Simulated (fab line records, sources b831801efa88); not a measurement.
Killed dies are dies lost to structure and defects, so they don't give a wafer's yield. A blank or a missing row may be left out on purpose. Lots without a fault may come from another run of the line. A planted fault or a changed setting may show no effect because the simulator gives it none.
One fault seen from 2 desks | flow gf180mcu | each desk has only its own numbers; what lay behind them comes last

THE TOOL OWNER'S DESK: pecvd-03
The tool's own readings at GF_MIM_CVD_05 (deposits Si3N4, target thk 42 nm, time 29.086 s): means of the sampled wafers that have a number, for each lot that ran on this tool. A lot is out of limits, marked OUT, if its mean lies more than 4 standard deviations from the usual mean; the brackets give that distance.
Columns: A = heater_power_w at GF_MIM_CVD_05, usual 607 W
lot  | first seen here | A
L157 | day 24 21:01    | 591
L159 | day 25 10:21    | 524
L160 | day 25 17:52    | 525
L164 | day 26 23:16    | 508
L168 | day 28 11:14    | 490
L169 | day 28 20:35    | 516
L170 | day 29 02:49    | 601
L179 | day 31 10:49    | 545
This desk's finding: nothing out of limits on any of the 8 lots.

THE METROLOGY DESK
What the gauges read, lot by lot, whatever tool the lot ran on: means of the sampled wafers that have a number. A lot is out of limits, marked OUT, if its mean lies more than 4 standard deviations from the usual mean; the brackets give that distance.
Columns: A = M3_OVL at GF_M3_OVL_MEAS_15, usual 5 nm; B = cd_nm at GF_V3_CD_MEAS_14, usual 260.0 nm; C = MIM_CVD_05_THK at GF_MIM_THK_MEAS_06, usual 41.8 nm
lot  | first seen here | A  | B     | C
L157 | day 21 20:11    | 6  | 259.5 | 42.0
L159 | day 22 09:35    | 4  | 259.5 | 42.1
L160 | day 22 17:54    | 3  | 261.9 | 41.6
L161 | day 23 13:08    | 9  | 259.5 | 41.6
L164 | day 24 01:07    | 13 | 262.8 | 41.7
L168 | day 25 15:07    | -5 | 260.9 | 44.3 (+4.5) OUT
L169 | day 26 02:02    | 2  | 261.1 | 44.0
L170 | day 26 08:30    | 7  | 258.1 | 44.6 (+5.1) OUT
L173 | day 27 03:02    | 8  | 258.6 | 41.8
L176 | day 28 04:50    | 2  | 259.5 | 41.6
L178 | day 28 14:18    | 6  | 258.6 | 42.4
L177 | day 28 15:53    | 7  | 259.9 | 42.1
L179 | day 28 21:14    | 10 | 260.1 | 41.4
This desk's finding: out of limits on L168, L170; first on L168, day 28 11:17 (MIM_CVD_05_THK at GF_MIM_THK_MEAS_06). In limits: L157, L159, L160, L161, L164, L169, L173, L176, L178, L177, L179.

PUT TOGETHER
The metrology desk could have raised an alarm at day 28 11:17, on L168, L170.
The tool owner's desk saw nothing out of limits.
The tool owner's desk has L168, L170 on record, within its limits.
Of the lots named, all ran GF_MIM_CVD_05 on pecvd-03.

WHAT THE SIMULATOR HAD PUT IN
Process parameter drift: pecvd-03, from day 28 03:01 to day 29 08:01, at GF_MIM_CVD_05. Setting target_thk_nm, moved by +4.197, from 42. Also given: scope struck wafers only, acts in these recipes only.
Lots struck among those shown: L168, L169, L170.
Hours from the fault's start to each desk's first reading out of limits: the metrology desk, 8.
